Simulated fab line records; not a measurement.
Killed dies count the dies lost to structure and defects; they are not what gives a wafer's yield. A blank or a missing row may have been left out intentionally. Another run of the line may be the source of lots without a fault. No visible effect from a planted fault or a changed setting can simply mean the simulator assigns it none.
One fault seen from 2 desks :: flow sky130 :: numbers are kept per desk, each desk with only its own; the story behind them comes last

## AT THE METROLOGY DESK
What the gauges read, lot by lot, whatever tool the lot ran on: means of the sampled wafers that have a number. A lot is out of limits, marked OUT, if its mean lies more than 4 standard deviations from the usual mean; the brackets give that distance.
Columns: A = VIA3_W_RS at SKY_VIA3_RS_MEAS_22, usual 0.295 ohm/sq; B = CAP2M_TIN_RS at SKY_CAP2M_RS_MEAS_03, usual 6.96 ohm/sq; C = CAP2M_TIN_THK at SKY_CAP2M_THK_MEAS_04, usual 199.8 nm
lot: L935
first seen here: day 41 02:17
A: 0.299
B: 6.95
C: 200.1

lot: L939
first seen here: day 42 01:36
A: 0.291
B: 6.53 (-5.8) OUT
C: 212.2 (+5.4) OUT

lot: L941
first seen here: day 42 13:26
A: 0.297
B: 6.19 (-10) OUT
C: 223.6 (+10) OUT

lot: L942
first seen here: day 42 22:08
A: 0.297
B: 6.98
C: 199.4

lot: L949
first seen here: day 44 17:26
A: 0.294
B: 6.98
C: 200.1

lot: L951
first seen here: day 45 00:33
A: 0.298
B: 7.00
C: 198.0

lot: L952
first seen here: day 45 08:59
A: 0.296
B: 6.97
C: 200.3

lot: L953
first seen here: day 45 11:35
A: 0.296
B: 7.01
C: 199.0

lot: L954
first seen here: day 45 22:35
A: 0.297
B: 6.90
C: 202.1

lot: L955
first seen here: day 46 00:47
A: 0.295
B: 7.02
C: 198.8
This desk's finding: out of limits on L939, L941; first on L939, day 42 02:26 (CAP2M_TIN_RS at SKY_CAP2M_RS_MEAS_03). L935, L942, L949, L951, L952, L953, L954, L955: within limits.

## AT THE TOOL OWNER'S DESK: pvd sputter-04
The tool's own readings at SKY_CAP2M_SPUTTER_02 (material TiN, target thk 200 nm, time 166.7 s): means of the sampled wafers that have a number, for each lot that ran on this tool. A lot is out of limits, marked OUT, if its mean lies more than 4 standard deviations from the usual mean; the brackets give that distance.
Columns: A = cathode dc power W at SKY_CAP2M_SPUTTER_02, usual 6500.0 W; B = throttle valve pct at SKY_CAP2M_SPUTTER_02, usual 30.3 %
lot: L935
first seen here: day 41 02:59
A: 6500.0
B: 30.3

lot: L939
first seen here: day 42 02:18
A: 6879.3 (+99 or more) OUT
B: 30.3

lot: L941
first seen here: day 42 14:10
A: 7259.7 (+99 or more) OUT
B: 30.5

lot: L952
first seen here: day 45 09:39
A: 6499.6
B: 31.5

lot: L953
first seen here: day 45 12:23
A: 6500.0
B: 30.9

lot: L954
first seen here: day 45 23:17
A: 6500.8
B: 30.6

lot: L955
first seen here: day 46 01:30
A: 6499.6
B: 30.0
This desk finds L939, L941 out of limits, L939 being first, at day 42 02:18 (cathode dc power W at SKY_CAP2M_SPUTTER_02). L935, L952, L953, L954, L955: within limits.

## PUT TOGETHER
At day 42 02:18, on L939, L941, the tool owner's desk was in a position to raise an alarm.
At day 42 02:26 the metrology desk could have sounded an alarm, on L939, L941.
The lots listed all ran SKY_CAP2M_SPUTTER_02 on pvd sputter-04.

## WHAT THE SIMULATOR HAD PUT IN
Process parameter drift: pvd sputter-04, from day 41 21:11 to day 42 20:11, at SKY_CAP2M_SPUTTER_02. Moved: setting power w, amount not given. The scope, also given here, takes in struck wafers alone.
Struck lots among those shown: L939, L941.
Delay (hours) between the fault's onset and each desk's first out-of-limits reading: 5 at the tool owner's desk, 5 at the metrology desk.
